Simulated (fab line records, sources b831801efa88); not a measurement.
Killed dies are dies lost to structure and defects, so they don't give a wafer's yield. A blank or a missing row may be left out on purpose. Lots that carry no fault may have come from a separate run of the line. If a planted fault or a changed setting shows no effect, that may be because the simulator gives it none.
One fault seen from 2 desks / flow gf180mcu / every desk sees just its own numbers, and what lay behind them comes last

DESK OF THE TOOL OWNER: implanter-01
GF_DNWELL_IMPLANT_07, tool's own readings: per-lot mean of the sampled wafers with a number, covering each lot this tool ran. Marked OUT: a lot whose mean sits more than 4 standard deviations from the usual mean, which makes it out of limits; the brackets give that distance.
Columns: A = beam energy keV at GF_DNWELL_IMPLANT_07, usual 1500.1; B = end station pressure torr at GF_DNWELL_IMPLANT_07, usual 5.07e-06 Torr
lot=L783; first seen here=day 3 14:54; A=1500.1; B=4.84e-06
lot=L793; first seen here=day 5 22:28; A=1633.7 (+99 or more) OUT; B=5.03e-06
lot=L794; first seen here=day 6 02:36; A=1632.5 (+99 or more) OUT; B=5.07e-06
This desk finds L793, L794 out of limits, L793 being first, at day 5 22:28 (beam energy keV at GF_DNWELL_IMPLANT_07). In limits: L783.

METROLOGY DESK
Means of the sampled wafers that have a number, per lot and without regard to the tool the lot ran on: this is what the gauges read. Marked OUT: a lot whose mean sits more than 4 standard deviations from the usual mean, which makes it out of limits; the brackets give that distance.
Columns: A = STI_OXIDATION_02_THK at GF_STI_THK_MEAS_30, usual 10.02 nm
lot=L783; first seen here=day 3 02:07; A=9.99
lot=L791; first seen here=day 4 20:46; A=10.10
lot=L793; first seen here=day 5 07:40; A=10.12
lot=L794; first seen here=day 5 11:43; A=10.00
lot=L800; first seen here=day 6 17:50; A=9.86
lot=L802; first seen here=day 7 07:16; A=10.13
Finding of this desk: none of the 6 lots has anything out of limits.

ALL TOGETHER
At day 5 22:28, on L793, L794, the tool owner's desk was in a position to raise an alarm.
From the metrology desk's view, nothing was out of limits.
The metrology desk has L793, L794 on record, within its limits.
All the named lots went through GF_DNWELL_IMPLANT_07 on implanter-01.

WHAT THE SIMULATOR HAD PUT IN
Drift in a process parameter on implanter-01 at GF_DNWELL_IMPLANT_07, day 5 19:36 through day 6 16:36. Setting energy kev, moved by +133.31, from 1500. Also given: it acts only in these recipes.
Shown lots that were struck: L793, L794.
Time in hours from fault onset to the first out-of-limits reading at each desk: the tool owner's desk, 3.
